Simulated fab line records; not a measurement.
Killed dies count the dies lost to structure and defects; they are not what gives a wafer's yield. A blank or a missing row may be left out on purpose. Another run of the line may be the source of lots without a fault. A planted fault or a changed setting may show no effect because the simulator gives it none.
Split-lot trial ; flow sky130 ; route with 708 steps; 5 lots, 23 wafers read

THE SPLIT
At SKY_CAPM_SPUTTER_02 (material TiN, target thk 200 nm, time 166.7 s), the setting power w was moved away from the recipe's 6500 W on 5 of the 23 wafers read, by -6.6% to +8.3%. The other wafers ran this setting at the recipe's value.

FROM THE SPLIT TO THE READING: what the file shows between them, 1 step
- SKY_CAPM_RS_MEAS_03: measures by four-point-probe

THE READING
CAPM_TIN_THK, in nm, at SKY_CAPM_THK_MEAS_04 (measures by xrf). A value of 202 nm with a standard deviation of 3.3 nm is what fault-free wafers of this fab line usually give.

wafer;tool, chamber at the split;power w as run, W;against the recipe;CAPM_TIN_THK, nm;against lot-mates on the recipe
L079.1;pvd sputter-01, -;6500;recipe;199;-
L079.2;pvd sputter-01, -;6500;recipe;204;-
L079.3;pvd sputter-01, -;6500;recipe;203;-
L079.4;pvd sputter-01, -;6500;recipe;203;-
L079.6;pvd sputter-01, -;6500;recipe;204;-
L080.1;pvd sputter-01, -;7040;+8.3%;223;+20
L080.2;pvd sputter-01, -;6500;recipe;202;-
L080.4;pvd sputter-01, -;7040;+8.3%;215;+12
L080.5;pvd sputter-01, -;6500;recipe;203;-
L080.6;pvd sputter-01, -;6500;recipe;203;-
L081.1;pvd sputter-04, -;6500;recipe;202;-
L081.2;pvd sputter-04, -;6500;recipe;193;-
L081.3;pvd sputter-04, -;6500;recipe;195;-
L084.2;pvd sputter-01, -;6500;recipe;204;-
L084.3;pvd sputter-01, -;6500;recipe;201;-
L084.4;pvd sputter-01, -;6500;recipe;202;-
L084.5;pvd sputter-01, -;6500;recipe;199;-
L084.6;pvd sputter-01, -;6500;recipe;203;-
L085.1;pvd sputter-01, -;6500;recipe;198;-
L085.2;pvd sputter-01, -;6071;-6.6%;190;-10
L085.3;pvd sputter-01, -;6500;recipe;202;-
L085.5;pvd sputter-01, -;6071;-6.6%;182;-18
L085.6;pvd sputter-01, -;6071;-6.6%;188;-12

FIT RESULTS
A straight line over all 23 wafers: CAPM_TIN_THK changes by +2.17 nm for each +1% of power w; r = +0.92; the points scatter about the line by 3.3 nm.
The same after taking each lot's own level away (the mean of its wafers on the recipe; 23 wafers): +1.99 nm for each +1%; r = +0.94; scatter 2.7 nm.
That fit puts the effect of the largest move of power w on the reading at 17 nm.
Across the lots, their own levels run from 196.7 to 202.7 nm, a range of 1.8 times the standard deviation given above.
Consequently the slope shifts little with the lot-to-lot level, the two slopes agreeing.
Check: with one of the wafers moved furthest among these (+8.3%) left out of the fit, the line predicts +14.8 nm for it against its lot-mates. It came out at +20.3 nm against them.

THE WHOLE CHAIN: every reading that the file lists as answering this split, in the file's order
step;what it does;reading;change (the file's fit);r (the file's)
SKY_CAPM_SPUTTER_02;material TiN, target thk 200 nm, time 166.7 s;TiN_of_CAPM_SPUTTER_02.thk nm (the simulator's own value, which no gauge read);+1.94 nm for each +1% of the setting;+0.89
SKY_CAPM_RS_MEAS_03;measures by four-point-probe;CAPM_TIN_RS;-0.0671 for each +1% of the setting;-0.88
SKY_CAPM_THK_MEAS_04;measures by xrf;CAPM_TIN_THK;+1.95 for each +1% of the setting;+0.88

FILE'S OWN FIT
CAPM_TIN_THK changes by +1.95 nm for each +1% of power w, r = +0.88.
